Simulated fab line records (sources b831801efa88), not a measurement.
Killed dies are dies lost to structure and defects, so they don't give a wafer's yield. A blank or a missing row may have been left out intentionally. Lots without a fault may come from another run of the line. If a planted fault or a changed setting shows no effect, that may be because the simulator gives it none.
Matching of chambers || flow sfq line || SFQ_TRILAYER_I7_CMP_CMP_184 on cmp-02: 4 sister chambers
The step polishes SiO2. 4 wafers are shown with their chamber, then 8 later ones without.

== WAFERS PAIRED WITH THEIR CHAMBERS ==
{"wafer": "L248.2", "chamber": 3, "motor current A (A)": 8.5}
{"wafer": "L258.1", "chamber": 1, "motor current A (A)": 10.4}
{"wafer": "L258.2", "chamber": 0, "motor current A (A)": 9.6}
{"wafer": "L261.2", "chamber": 2, "motor current A (A)": 11.1}

== WAFERS WITH NO CHAMBER GIVEN ==
{"wafer": "L261.3", "motor current A (A)": 9.4}
{"wafer": "L261.6", "motor current A (A)": 10.8}
{"wafer": "L262.3", "motor current A (A)": 11.1}
{"wafer": "L262.5", "motor current A (A)": 9.1}
{"wafer": "L262.6", "motor current A (A)": 10.9}
{"wafer": "L265.1", "motor current A (A)": 9.0}
{"wafer": "L265.2", "motor current A (A)": 9.9}
{"wafer": "L265.4", "motor current A (A)": 11.0}

== WHICH CHAMBER EACH ONE RAN IN ==
{"wafer": "L261.3", "from the rows above": 0, "in truth": 0}
{"wafer": "L261.6", "from the rows above": "can't be placed: 2 or 1", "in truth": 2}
{"wafer": "L262.3", "from the rows above": 2, "in truth": 2}
{"wafer": "L262.5", "from the rows above": "can't be placed: 0 or 3", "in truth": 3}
{"wafer": "L262.6", "from the rows above": "can't be placed: 2 or 1", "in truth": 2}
{"wafer": "L265.1", "from the rows above": "can't be placed: 3 or 0", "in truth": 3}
{"wafer": "L265.2", "from the rows above": "can't be placed: 0 or 1", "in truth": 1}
{"wafer": "L265.4", "from the rows above": "can't be placed: 2 or 1", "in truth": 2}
Correct placement for 2 of the 8. Can't be placed from these rows: 6 (the true chamber is among the candidates in 6). Placed wrongly: 0.
How it was worked out, from the rows above alone: a wafer's distance from a chamber is the root of the sum, over the readings, of the square of ((its reading less the chamber's mean) divided by the reading's scatter). The wafer belongs to the nearest chamber; if the next one is less than 2 further off, it can't be placed. The mean given for a chamber averages the wafers shown for that chamber. The scatter: with one shown wafer a chamber, the root of the mean of the squares of how far each hidden wafer lies from its nearest shown one.
